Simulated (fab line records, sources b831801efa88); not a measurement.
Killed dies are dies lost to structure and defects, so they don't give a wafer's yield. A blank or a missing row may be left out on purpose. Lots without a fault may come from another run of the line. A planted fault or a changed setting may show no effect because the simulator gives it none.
Chamber matching | flow sky130 | SKY_VIA1_CMP_24 on cmp-02: 4 sister chambers
The step polishes, stops on SiO2, t overpolish 15 s, target thk 0 nm. 33 wafers are shown with their chamber, then 12 later ones without.

WAFERS WITH THEIR CHAMBER
wafer  | chamber | motor_current_A (A) | time_to_endpoint_s (s) | slurry_filter_dp_kPa (kPa)
L074.2 | 1       | 11.8                | 68.7                   | 13.47
L074.4 | 3       | 12.6                | 66.6                   | 13.60
L074.5 | 1       | 11.1                | 67.2                   | 13.63
L075.1 | 2       | 11.3                | 67.7                   | 13.48
L075.3 | 1       | 11.8                | 64.5                   | 13.83
L075.4 | 0       | 8.5                 | 64.9                   | 13.58
L077.1 | 1       | 11.7                | 61.8                   | 13.45
L077.2 | 3       | 13.6                | 57.9                   | 13.49
L077.6 | 1       | 11.1                | 63.3                   | 13.66
L081.3 | 2       | 11.6                | 69.2                   | 13.49
L081.4 | 1       | 11.5                | 64.6                   | 13.43
L081.6 | 2       | 11.0                | 67.4                   | 13.55
L084.2 | 2       | 11.2                | 63.2                   | 13.45
L084.3 | 3       | 12.9                | 63.2                   | 13.69
L084.6 | 0       | 8.4                 | 62.6                   | 13.56
L085.1 | 3       | 13.0                | 66.5                   | 13.42
L085.2 | 2       | 11.1                | 66.7                   | 13.43
L085.3 | 1       | 11.6                | 63.7                   | 13.44
L086.2 | 2       | 9.8                 | 63.7                   | 13.56
L086.4 | 0       | 8.4                 | 64.3                   | 13.55
L086.6 | 2       | 10.8                | 62.1                   | 13.52
L087.1 | 3       | 13.5                | 66.4                   | 13.71
L087.2 | 1       | 11.6                | 65.4                   | 13.45
L087.5 | 2       | 10.4                | 67.8                   | 13.31
L091.1 | 3       | 13.0                | 64.0                   | 13.31
L091.2 | 1       | 12.1                | 63.0                   | 13.51
L091.5 | 2       | 11.5                | 65.8                   | 13.38
L092.3 | 1       | 12.0                | 65.4                   | 13.46
L092.4 | 3       | 13.4                | 64.4                   | 13.69
L092.5 | 3       | 13.8                | 64.2                   | 13.63
L093.1 | 0       | 8.0                 | 63.0                   | 13.38
L093.3 | 3       | 13.7                | 67.1                   | 13.45
L093.6 | 3       | 13.5                | 62.7                   | 13.66

SIGNATURES (means of the wafers above)
reading              | chamber 0 | chamber 1 | chamber 2 | chamber 3 | scatter within a chamber
motor_current_A      | 8.325     | 11.630    | 10.967    | 13.300    | 0.421
time_to_endpoint_s   | 63.700    | 64.760    | 65.956    | 64.300    | 2.31
slurry_filter_dp_kPa | 13.5175   | 13.5330   | 13.4633   | 13.5650   | 0.118
Rule: a wafer's distance from a chamber is the root of the sum, over the readings, of the square of ((its reading less the chamber's mean) divided by the reading's scatter). The wafer belongs to the nearest chamber; if the next one is less than 2 further off, it can't be placed. The scatter: the root of (the sum of the squares of (reading less its chamber's mean) over the shown wafers, divided by (wafers less chambers)).

WAFERS WITHOUT THEIR CHAMBER
wafer  | motor_current_A (A) | time_to_endpoint_s (s) | slurry_filter_dp_kPa (kPa)
L094.1 | 13.9                | 63.9                   | 13.65
L094.2 | 10.5                | 65.4                   | 13.44
L094.3 | 8.4                 | 64.5                   | 13.26
L095.1 | 12.0                | 68.2                   | 13.69
L095.4 | 13.6                | 65.8                   | 13.29
L095.6 | 8.4                 | 67.2                   | 13.57
L096.3 | 8.5                 | 63.9                   | 13.49
L096.5 | 13.2                | 66.3                   | 13.48
L096.6 | 8.4                 | 65.9                   | 13.45
L097.2 | 13.9                | 68.5                   | 13.41
L097.3 | 10.8                | 65.0                   | 13.51
L097.6 | 11.9                | 66.6                   | 13.63

WHICH CHAMBER EACH WENT THROUGH
wafer  | from the rows above          | in truth
L094.1 | 3                            | 3
L094.2 | can't be placed: 2 or 1      | 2
L094.3 | 0                            | 0
L095.1 | can't be placed: 1 or 2 or 3 | 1
L095.4 | 3                            | 3
L095.6 | 0                            | 0
L096.3 | 0                            | 0
L096.5 | 3                            | 3
L096.6 | 0                            | 0
L097.2 | 3                            | 3
L097.3 | can't be placed: 2 or 1      | 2
L097.6 | can't be placed: 1 or 2      | 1
Placed correctly: 8 of 12. Can't be placed from these rows: 4 (the true chamber is among the candidates in 4). Placed wrongly: 0.
